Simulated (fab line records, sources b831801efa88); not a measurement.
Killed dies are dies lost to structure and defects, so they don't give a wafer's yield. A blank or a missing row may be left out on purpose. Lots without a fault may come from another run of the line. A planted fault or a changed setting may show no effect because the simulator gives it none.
Which tool did it? | flow sky130 | 12 lots, 36 wafers sampled, at 5 steps of a route of 708

WHAT THE GAUGES READ, wafer by wafer
SKY_VT_ADJUST_PCH_OVL_MEAS_07.
lot  | measured     | on         | VT_ADJUST_PCH_OVL (nm)
L449 | day 10 15:49 | overlay-02 | -0.3 -0.9 -0.3
L450 | day 10 22:16 | overlay-01 | 1.7 1.0 2.5
L451 | day 11 04:10 | overlay-01 | -1.4 -0.6 -0.3
L452 | day 11 13:38 | overlay-02 | 0.5 1.2 -0.5
L453 | day 11 19:20 | overlay-01 | 1.3 0.0 -0.1
L454 | day 12 03:05 | overlay-02 | -0.5 0.9 0.3
L455 | day 12 15:03 | overlay-01 | 2.2 2.0 1.4
L460 | day 14 04:14 | overlay-01 | 0.3 -1.3 -0.6
L462 | day 14 17:05 | overlay-01 | 1.2 0.3 0.5
L463 | day 15 12:37 | overlay-02 | 3.8 3.5 3.1
L464 | day 15 17:52 | overlay-01 | 0.5 0.3 0.4
L471 | day 17 20:11 | overlay-01 | 0.6 -1.0 0.3

SKY_VT_ADJUST_PCH_TW_MEAS_10.
lot  | measured     | on            | VT_ADJUST_PCH_TW
L449 | day 10 16:07 | film_metro-04 | 143.5 143.1 143.0
L450 | day 10 22:34 | film_metro-01 | 142.0 141.5 141.7
L451 | day 11 04:28 | film_metro-01 | 141.2 141.5 140.8
L452 | day 11 13:56 | film_metro-01 | 141.8 141.8 141.9
L453 | day 11 19:38 | film_metro-03 | 142.0 142.1 143.4
L454 | day 12 03:23 | film_metro-01 | 141.1 140.0 141.1
L455 | day 12 15:20 | film_metro-01 | 141.3 140.8 141.4
L460 | day 14 04:32 | film_metro-03 | 142.8 142.9 142.5
L462 | day 14 17:23 | film_metro-04 | 143.2 143.7 143.0
L463 | day 15 12:55 | film_metro-01 | 141.1 141.0 140.3
L464 | day 15 18:10 | film_metro-01 | 141.3 141.1 141.5
L471 | day 17 20:29 | film_metro-04 | 143.0 143.4 143.3

WHICH TOOL RAN EACH LOT (tool, then ch and the chambers of the sampled wafers, then the start)
lot  | SKY_FIELD_ISO_CMP_27         | SKY_PWDE_COAT_02                 | SKY_PWDE_STRIP_09
L449 | cmp-01 ch 0,1,2, day 2 14:46 | litho_track-01 ch 0, day 3 17:07 | plasma_asher-02 ch 0,1, day 4 02:08
L450 | cmp-01 ch 0,3, day 2 19:59   | litho_track-02 ch 0, day 3 22:50 | plasma_asher-02 ch 0,1, day 4 07:14
L451 | cmp-02 ch 0,2,3, day 3 00:23 | litho_track-03 ch 0, day 4 03:29 | plasma_asher-01 ch 0,1, day 4 12:20
L452 | cmp-01 ch 0,1,2, day 3 06:49 | litho_track-03 ch 0, day 4 10:08 | plasma_asher-03 ch 0,1, day 4 19:05
L453 | cmp-01 ch 1,2,3, day 3 11:08 | litho_track-02 ch 0, day 4 15:02 | plasma_asher-02 ch 0,1, day 4 23:13
L454 | cmp-02 ch 1,2,3, day 3 17:04 | litho_track-01 ch 0, day 4 20:04 | plasma_asher-01 ch 0,1, day 5 04:41
L455 | cmp-02 ch 2,3, day 3 23:28   | litho_track-03 ch 0, day 5 04:22 | plasma_asher-02 ch 1, day 5 14:11
L460 | cmp-02 ch 0,1,3, day 5 00:06 | litho_track-03 ch 0, day 6 06:53 | plasma_asher-01 ch 0,1, day 6 16:05
L462 | cmp-02 ch 0,1,3, day 5 09:28 | litho_track-01 ch 0, day 6 14:58 | plasma_asher-02 ch 0,1, day 7 01:10
L463 | cmp-02 ch 0,2, day 5 22:36   | litho_track-01 ch 0, day 7 05:37 | plasma_asher-02 ch 0,1, day 7 16:07
L464 | cmp-01 ch 0,2, day 6 01:25   | litho_track-01 ch 0, day 7 08:28 | plasma_asher-03 ch 0,1, day 7 18:59
L471 | cmp-01 ch 0,1, day 7 10:27   | litho_track-03 ch 0, day 8 21:29 | plasma_asher-03 ch 0,1, day 9 09:13
- SKY_FIELD_ISO_CMP_27: polishes, stops on Si3N4, t overpolish 16 s, target thk 457.8 nm.
- SKY_PWDE_COAT_02: resist thk 3000 nm.
- SKY_PWDE_STRIP_09: strips in O2/N2.

WHAT THE TOOLS THEMSELVES READ (means of the sampled wafers that have a number; where no wafer has one, the mark that the record gives instead)
SKY_FIELD_ISO_CMP_27.
lot  | tool   | motor_current_A (A) | overpolish_run_s (s) | time_to_endpoint_s (s)
L449 | cmp-01 | 11.8                | 16.005               | 114
L450 | cmp-01 | 11.1                | 16.000               | 115
L451 | cmp-02 | 12.5                | 16.009               | 115
L452 | cmp-01 | 11.9                | 15.998               | 112
L453 | cmp-01 | 12.2                | 15.999               | 112
L454 | cmp-02 | 12.9                | 15.996               | 112
L455 | cmp-02 | 11.5                | 15.998               | 109
L460 | cmp-02 | 12.5                | 15.993               | 112
L462 | cmp-02 | 12.3                | 15.994               | 113
L463 | cmp-02 | 13.6                | 15.993               | 111
L464 | cmp-01 | 10.9                | 16.002               | 112
L471 | cmp-01 | 12.8                | 15.999               | 112

SKY_PWDE_COAT_02.
lot  | tool           | resist_line_temp_C (C) | spin_speed_rpm (rpm)
L449 | litho_track-01 | 23.05                  | 1999.6
L450 | litho_track-02 | 23.02                  | 1999.5
L451 | litho_track-03 | 22.96                  | 1999.1
L452 | litho_track-03 | 22.84                  | 2000.7
L453 | litho_track-02 | 23.06                  | 2001.4
L454 | litho_track-01 | 23.04                  | 2001.2
L455 | litho_track-03 | 23.07                  | 2000.0
L460 | litho_track-03 | 23.02                  | 2000.6
L462 | litho_track-01 | 23.02                  | 1998.2
L463 | litho_track-01 | 22.94                  | 2000.2
L464 | litho_track-01 | 23.00                  | 2001.1
L471 | litho_track-03 | 22.99                  | 1999.2

SKY_PWDE_STRIP_09.
lot  | tool            | drypump_motor_current_A (A) | n2_flow_sccm (sccm) | o2_flow_sccm (sccm) | oes_product_au (a.u.) | strip_time_to_endpoint_s (s)
L449 | plasma_asher-02 | 5.1                         | 299.1               | 2996                | 0.724                 | 36.94
L450 | plasma_asher-02 | 5.0                         | 300.4               | 2997                | 0.726                 | 36.76
L451 | plasma_asher-01 | 5.5                         | 300.8               | 3003                | 0.722                 | 36.83
L452 | plasma_asher-03 | 5.8                         | 300.0               | 3009                | 0.718                 | 36.89
L453 | plasma_asher-02 | 5.1                         | 301.0               | 3002                | 0.724                 | 37.07
L454 | plasma_asher-01 | 5.6                         | 300.2               | 2997                | 0.724                 | 36.98
L455 | plasma_asher-02 | 5.0                         | 300.4               | 3000                | 0.714                 | 12.94
L460 | plasma_asher-01 | 5.6                         | 299.4               | 3003                | 0.711                 | 12.93
L462 | plasma_asher-02 | 5.1                         | 300.9               | 2998                | 0.722                 | 37.11
L463 | plasma_asher-02 | 5.0                         | 298.4               | 2991                | 0.722                 | 36.97
L464 | plasma_asher-03 | 5.8                         | 300.5               | 2995                | 0.725                 | 37.08
L471 | plasma_asher-03 | 6.1                         | 299.6               | 2996                | 0.720                 | 36.78

THE ANSWER, worked out from the rows above alone
Rule: what is usual is taken from the lots themselves. Put in order of their means at a reading, lots are off if they are a third of the lots or fewer, leave a main group of 4 or more, and stand apart from it by a gap of 3 or more times the standard deviation of the main group's means; of several such gaps the widest counts. A main group whose means are all the same, to the digits that the tables above print for the reading, isn't used. A lot without any number at a reading at which 4 lots or more have one is off too. The other lots that the step has rows for count as sound. The gauges are gone through in route order, then the tools' own readings, and for those a lot's mean is taken as printed above. The first step at which some lot is off is used, and at that step the reading that is off furthest; a lot without a number counts as furthest.
Off: L455, L460, at SKY_PWDE_STRIP_09 (strip_time_to_endpoint_s). The main group: mean 36.94 s, standard deviation 0.12.
A tool fits if, at that step or a process step before it, it ran every lot that is off, and no sound lot after the first of them. None of those tried fits.

WHAT THE SIMULATOR HAD PUT IN
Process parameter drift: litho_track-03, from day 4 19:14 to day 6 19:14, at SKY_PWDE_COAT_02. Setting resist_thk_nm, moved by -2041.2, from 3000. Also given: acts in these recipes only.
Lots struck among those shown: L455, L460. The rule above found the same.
